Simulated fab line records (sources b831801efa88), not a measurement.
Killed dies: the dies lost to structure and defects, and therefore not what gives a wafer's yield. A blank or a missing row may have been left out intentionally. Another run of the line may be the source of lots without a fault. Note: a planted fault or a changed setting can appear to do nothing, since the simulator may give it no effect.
fab line records	flow gf180mcu
record lots=12	wafers=36	last-day=34
route steps=602 shown STI@3 CONTACT@289
lots with no fault: from the same line, run without faults
start-h: start of the lot's first displayed wafer, in hours after the record's first day	wait-h: time in hours since the lot's previous step	" unchanged from the row above	L1.1+2: a single row standing in for several wafers	- no value present, or no start provided	* or withheld: withheld	< > ~ a bound
route shown NAME@n: NAME is a module with steps in the file, n the number in the route of the first one	usual: the fault-free wafers' mean and standard deviation	same: alike in all rows	chamber/n: place in a boat	sites: each site's reading	_std_site: their standard deviation	_edge_site: the outer-site mean with the inner-site mean subtracted	radius-mm: for every site, how far away it sits from the centre of the wafer	mask NAME#n: copy n	behind: tool/chamber where the wafer was last shaped	hold: reason for holding the lot/hours on hold/outcome of the hold	device: the transistor (n, p or np) that didn't switch	end of line: the tests these same wafers got at the end of their route	a step with no rows: only its recipe	killed: count of dies lost to structure and defects at first sort (not the wafer's yield)	map: per-die view of a wafer (x killed, . not killed, _ where there is no die)
set.NAME: setting as actually run; set.NAME@STEP: the setting as run at that earlier step	model.NAME: the simulator's own value behind a step, which no gauge read
one table for each step of the route and one row for each wafer, over a sample of lots
services: the hour from which a tool's chamber was out of use, counted from the record's first day as start-h (under 0 if before that day), plus the number of hours and why
## steps
# step GF_STI_THK_MEAS_02
# recipe reads=SiO2_of_STI_OXIDATION_01
# usual STI_OXIDATION_THK=9.99/0.23
lot.wafer	tool	chamber	start-h	wait-h	STI_OXIDATION_THK[nm]
L517.1	film-metro-03	-	16.51	0.0	10.00
L517.2	"	-	"	"	10.04
L517.3	"	-	"	"	9.95
L518.2	film-metro-04	-	21.52	0.0	9.85
L518.4	"	-	"	"	9.75
L518.6	"	-	"	"	9.73
L519.1	film-metro-02	-	26.51	0.0	9.47
L519.4	"	-	"	"	9.55
L519.5	"	-	"	"	9.31
L523.3	film-metro-04	-	48.57	0.0	9.68
L523.4	"	-	"	"	9.66
L523.6	"	-	"	"	9.51
L524.1	film-metro-02	-	51.51	0.0	10.11
L524.3	"	-	"	"	10.15
L524.5	"	-	"	"	10.24
L532.1	film-metro-04	-	91.51	0.0	10.39
L532.3	"	-	"	"	10.23
L532.4	"	-	"	"	10.32
L533.1	film-metro-03	-	96.89	0.0	10.20
L533.3	"	-	"	"	10.37
L533.4	"	-	"	"	10.20
L535.4	film-metro-02	-	106.54	0.0	9.96
L535.5	"	-	"	"	10.05
L535.6	"	-	"	"	10.15
L536.1	film-metro-02	-	112.80	0.0	10.00
L536.5	"	-	"	"	10.01
L536.6	"	-	"	"	9.93
L537.1	film-metro-03	-	116.51	0.0	10.04
L537.3	"	-	"	"	10.03
L537.6	"	-	"	"	10.04
L538.2	film-metro-02	-	121.52	0.0	9.83
L538.5	"	-	"	"	9.87
L538.6	"	-	"	"	9.93
L539.1	film-metro-04	-	127.15	0.0	10.23
L539.3	"	-	"	"	10.05
L539.4	"	-	"	"	10.00
# step GF_STI_ETCH_13
# recipe chemistry=CHF3/O2	stop-on=Si	over-etch-frac=0.3	target-depth-a=2823.1	source-w=600	bias-w=200	pressure-mtorr=40	chf3-flow-sccm=50	O2_flow_sccm=5	time-s=112.9
# usual drypump-motor-current-A=5.4/0.51	oes-product-au=0.832/0.0057	over-etch-frac=0.3/0	throttle-valve-pct=8.809/0.0084
lot.wafer	tool	chamber	start-h	wait-h	drypump-motor-current-A	oes-product-au	over-etch-frac	rf-hours-counter-h	throttle-valve-pct
L517.1	rie-diel-03	1	31.06	0.1	5.2	0.838	0.3	88	8.812
L517.2	"	0	"	"	6.2	0.836	0.3	43	8.819
L517.3	"	2	"	"	6.2	0.837	0.3	86	8.810
L518.2	rie-diel-02	0	35.81	0.1	5.6	0.824	0.3	167	8.797
L518.4	"	3	"	"	4.9	0.824	0.3	6	8.815
L518.6	"	3	"	"	4.9	0.827	0.3	-	8.812
L519.1	rie-diel-02	3	40.76	0.1	4.9	0.830	0.3	6	8.821
L519.4	"	2	"	"	5.1	0.829	0.3	33	8.795
L519.5	"	3	"	"	4.9	0.835	0.3	-	8.825
L523.3	rie-diel-02	0	63.52	0.1	5.7	0.672	0.98451	167	8.763
L523.4	"	1	"	"	5.9	0.670	0.98451	141	8.753
L523.6	"	2	"	"	5.1	0.669	0.98451	-	8.767
L524.1	rie-diel-02	3	66.21	0.1	4.9	0.681	0.98451	6	8.754
L524.3	"	0	"	"	5.6	0.673	0.98451	167	8.767
L524.5	"	1	"	"	5.9	0.674	0.98451	-	8.772
L532.1	rie-diel-01	0	107.21	0.1	5.8	0.829	0.3	30	8.812
L532.3	"	1	"	"	4.6	0.835	0.3	125	8.816
L532.4	"	3	"	"	5.0	0.834	0.3	25	8.804
L533.1	rie-diel-01	3	113.26	0.1	5.0	0.820	0.3	25	8.800
L533.3	"	0	"	"	5.9	0.828	0.3	30	8.805
L533.4	"	2	"	"	5.4	0.830	0.3	2	8.814
L535.4	rie-diel-01	3	123.17	0.0	5.0	0.829	0.3	25	8.811
L535.5	"	3	"	"	5.0	0.843	0.3	-	8.810
L535.6	"	2	"	"	5.3	0.835	0.3	-	8.805
L536.1	rie-diel-03	0	129.41	0.1	6.2	0.833	0.3	46	8.793
L536.5	"	2	"	"	6.2	0.840	0.3	-	8.811
L536.6	"	0	"	"	6.2	0.840	0.3	-	8.819
L537.1	rie-diel-01	3	134.62	0.1	5.0	0.839	0.3	25	8.813
L537.3	"	2	"	"	5.3	0.834	0.3	3	8.809
L537.6	"	0	"	"	5.9	0.837	0.3	-	8.802
L538.2	rie-diel-02	0	138.56	0.1	5.7	0.837	0.3	0	8.811
L538.5	"	0	"	"	5.7	0.834	0.3	-	8.808
L538.6	"	1	"	"	5.9	0.843	0.3	-	8.808
L539.1	rie-diel-03	3	144.06	0.1	6.1	0.829	0.3	18	8.807
L539.3	"	2	"	"	6.1	0.828	0.3	90	8.804
L539.4	"	0	"	"	6.2	0.830	0.3	46	8.802
# step GF_STI_STRIP_15
# recipe chemistry=O2/N2	power-w=1400	pressure-mtorr=1500	platen-temp-c=250	o2-flow-sccm=3000	n2-flow-sccm=300	overash-fraction=0.5
# usual drypump-motor-current-A=5.7/0.52	heater-power-w=326/11	n2-flow-sccm=300.0/0.95	oes-product-au=0.385/0.0053	strip-time-to-endpoint-s=3.74/0.041
lot.wafer	tool	chamber	start-h	wait-h	drypump-motor-current-A	heater-power-w	n2-flow-sccm	oes-product-au	rf-hours-counter-h	strip-time-to-endpoint-s
L517.1	plasma-asher-03	0	31.21	0.0	5.5	340	300.3	0.375	40	3.71
L517.2	"	1	"	"	5.0	311	299.7	0.373	40	3.76
L517.3	"	0	"	"	5.5	334	300.1	0.386	-	3.73
L518.2	plasma-asher-01	0	35.96	0.0	6.8	331	299.9	0.372	36	3.70
L518.4	"	0	"	"	6.8	329	300.1	0.385	-	3.72
L518.6	"	1	"	"	5.2	331	300.1	0.382	-	3.75
L519.1	plasma-asher-04	1	40.91	0.0	5.9	322	299.0	0.401	37	3.75
L519.4	"	1	"	"	5.9	327	300.9	0.391	-	3.84
L519.5	"	0	"	"	5.8	336	299.1	0.393	-	3.77
L523.3	plasma-asher-04	1	63.70	0.1	5.9	314	301.9	0.322	-	2.31
L523.4	"	0	"	"	5.8	339	299.2	0.328	-	2.37
L523.6	"	1	"	"	5.9	315	300.2	0.322	-	2.44
L524.1	plasma-asher-03	0	66.36	0.0	5.5	333	299.1	0.324	44	2.33
L524.3	"	1	"	"	5.0	313	300.0	0.322	-	2.29
L524.5	"	1	"	"	5.0	307	301.3	0.320	-	2.32
L532.1	plasma-asher-04	0	107.37	0.0	5.8	333	299.8	0.382	45	3.74
L532.3	"	1	"	"	5.9	321	300.7	0.382	-	3.66
L532.4	"	0	"	"	5.8	333	300.1	0.378	-	3.71
L533.1	plasma-asher-04	0	113.41	0.0	5.8	334	299.7	0.394	46	3.73
L533.3	"	1	"	"	5.9	313	301.1	0.386	-	3.74
L533.4	"	0	"	"	5.8	344	299.4	0.374	-	3.71
L535.4	plasma-asher-04	0	123.35	0.1	5.8	327	301.9	0.389	-	3.78
L535.5	"	1	"	"	5.9	325	299.8	0.388	-	3.77
L535.6	"	0	"	"	5.8	336	300.6	0.389	-	3.75
L536.1	plasma-asher-01	1	129.56	0.0	5.3	322	300.1	0.380	1	3.72
L536.5	"	0	"	"	6.8	330	299.5	0.385	-	3.77
L536.6	"	1	"	"	5.2	321	298.4	0.386	-	3.78
L537.1	plasma-asher-01	1	134.77	0.0	5.3	317	300.1	0.390	1	3.76
L537.3	"	0	"	"	6.7	323	299.3	0.386	-	3.73
L537.6	"	0	"	"	6.7	330	300.0	0.383	-	3.76
L538.2	plasma-asher-04	0	138.71	0.0	5.8	338	299.1	0.386	49	3.74
L538.5	"	1	"	"	5.9	315	299.7	0.386	-	3.79
L538.6	"	0	"	"	5.8	342	301.3	0.383	-	3.71
L539.1	plasma-asher-03	1	144.21	0.0	5.0	305	299.7	0.391	51	3.76
L539.3	"	1	"	"	5.0	309	300.2	0.388	-	3.78
L539.4	"	0	"	"	5.5	341	301.2	0.388	-	3.75
# step GF_CONTACT_CVD_02
# recipe material=SiO2	target-thk-nm=860	precursor=TEOS	temp-c=400	time-s=95.992	rf-w=600
# usual heater-power-w=599/95
lot.wafer	tool	chamber	start-h	wait-h	heater-power-w
L517.1	pecvd-04	1	349.31	0.1	634
L517.2	"	2	"	"	676
L517.3	"	0	"	"	481
L518.2	pecvd-02	0	359.59	0.0	538
L518.4	"	1	"	"	709
L518.6	"	2	"	"	551
L519.1	pecvd-02	2	365.91	0.1	593
L519.4	"	0	"	"	429
L519.5	"	1	"	"	696
L523.3	pecvd-02	1	405.22	0.0	653
L523.4	"	0	"	"	478
L523.6	"	1	"	"	708
L524.1	pecvd-02	1	410.58	0.1	634
L524.3	"	2	"	"	738
L524.5	"	0	"	"	400
L532.1	pecvd-04	1	477.18	0.1	628
L532.3	"	0	"	"	537
L532.4	"	0	"	"	565
L533.1	pecvd-03	2	488.91	0.1	598
L533.3	"	1	"	"	709
L533.4	"	2	"	"	627
L535.4	pecvd-02	0	504.29	0.1	476
L535.5	"	2	"	"	799
L535.6	"	1	"	"	658
L536.1	pecvd-04	0	514.56	0.1	551
L536.5	"	0	"	"	583
L536.6	"	2	"	"	642
L537.1	pecvd-03	1	521.89	0.1	803
L537.3	"	0	"	"	519
L537.6	"	1	"	"	642
L538.2	pecvd-02	2	528.54	0.0	749
L538.5	"	2	"	"	780
L538.6	"	0	"	"	512
L539.1	pecvd-04	1	533.05	0.1	566
L539.3	"	2	"	"	659
L539.4	"	1	"	"	613
# step GF_CONTACT_THK_MEAS_03
# recipe reads=SiO2_of_CONTACT_CVD_02
# usual CONTACT_CVD_02_THK=855/10
lot.wafer	tool	chamber	start-h	wait-h	CONTACT_CVD_02_THK[nm]
L517.1	film-metro-04	-	349.38	0.0	863
L517.2	"	-	"	"	847
L517.3	"	-	"	"	853
L518.2	film-metro-04	-	359.67	0.0	842
L518.4	"	-	"	"	868
L518.6	"	-	"	"	860
L519.1	film-metro-01	-	365.98	0.0	857
L519.4	"	-	"	"	871
L519.5	"	-	"	"	876
L523.3	film-metro-04	-	405.31	0.1	864
L523.4	"	-	"	"	873
L523.6	"	-	"	"	871
L524.1	film-metro-01	-	410.65	0.0	854
L524.3	"	-	"	"	842
L524.5	"	-	"	"	861
L532.1	film-metro-04	-	477.25	0.0	851
L532.3	"	-	"	"	838
L532.4	"	-	"	"	851
L533.1	film-metro-01	-	488.98	0.0	845
L533.3	"	-	"	"	855
L533.4	"	-	"	"	868
L535.4	film-metro-01	-	504.36	0.0	855
L535.5	"	-	"	"	874
L535.6	"	-	"	"	858
L536.1	film-metro-04	-	514.63	0.0	850
L536.5	"	-	"	"	866
L536.6	"	-	"	"	860
L537.1	film-metro-03	-	521.96	0.0	850
L537.3	"	-	"	"	851
L537.6	"	-	"	"	858
L538.2	film-metro-04	-	528.62	0.0	852
L538.5	"	-	"	"	862
L538.6	"	-	"	"	859
L539.1	film-metro-04	-	533.12	0.0	840
L539.3	"	-	"	"	841
L539.4	"	-	"	"	855
## services
tool	chamber	start-h	hours	kind
pecvd-04	-	43.37	14.6	pm
rie-diel-01	2	45.05	8.0	repair
rie-diel-01	1	54.92	7.3	repair
rie-diel-02	3	56.78	2.9	repair
rie-diel-01	2	58.61	8.8	repair
pecvd-04	-	72.72	15.6	repair
rie-diel-01	3	76.09	3.5	repair
rie-diel-02	-	129.95	0.3	repair
pecvd-02	-	167.71	0.8	repair
rie-diel-02	3	212.73	4.4	repair
rie-diel-02	0	245.07	12.2	repair
rie-diel-02	2	294.73	5.3	repair
plasma-asher-04	-	314.75	27.0	pm
rie-diel-02	1	349.12	4.0	repair
pecvd-02	-	368.88	14.0	pm
rie-diel-02	2	399.97	1.8	repair
rie-diel-02	0	412.31	2.4	repair
rie-diel-02	0	419.65	37.0	repair
plasma-asher-04	-	421.25	9.0	pm
rie-diel-02	2	460.88	5.3	repair
pecvd-02	-	469.98	2.8	pm
pecvd-02	-	493.88	1.9	repair
plasma-asher-04	-	501.03	2.8	pm
rie-diel-02	2	503.06	8.0	repair
## key
first-sign step=GF_STI_ETCH_13	reading=over-etch-frac	direction=up	sigmas=99+	usual=0.3	struck=0.98451
effect step=GF_STI_ETCH_13	reading=oes-product-au	direction=down	sigmas=28	usual=0.832	struck=0.673
effect step=GF_STI_STRIP_15	reading=strip-time-to-endpoint-s	direction=down	sigmas=34	usual=*	struck=*
met-at GF_STI_ETCH_13
struck-lots L523,L524
tester-left-out L523,L524
not-acting-at GF_STI_THK_MEAS_02,GF_CONTACT_CVD_02,GF_CONTACT_THK_MEAS_03
onset-between 40.76 63.52
fault kind=process-parameter-drift	tool=rie-diel-02	chamber=-	onset-h=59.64	steps=GF_STI_ETCH_13	channel=over-etch-frac	offset=0.68451	shape=step	end-h=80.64	stated=0.3
# tester-left-out: of these lots the tester's yield and bins aren't shown, on N5 and GAA mostly nor the transistor test; their killed dies are dies lost to structure and defects alone, not to doping, threshold or leakage, so they don't give the yield
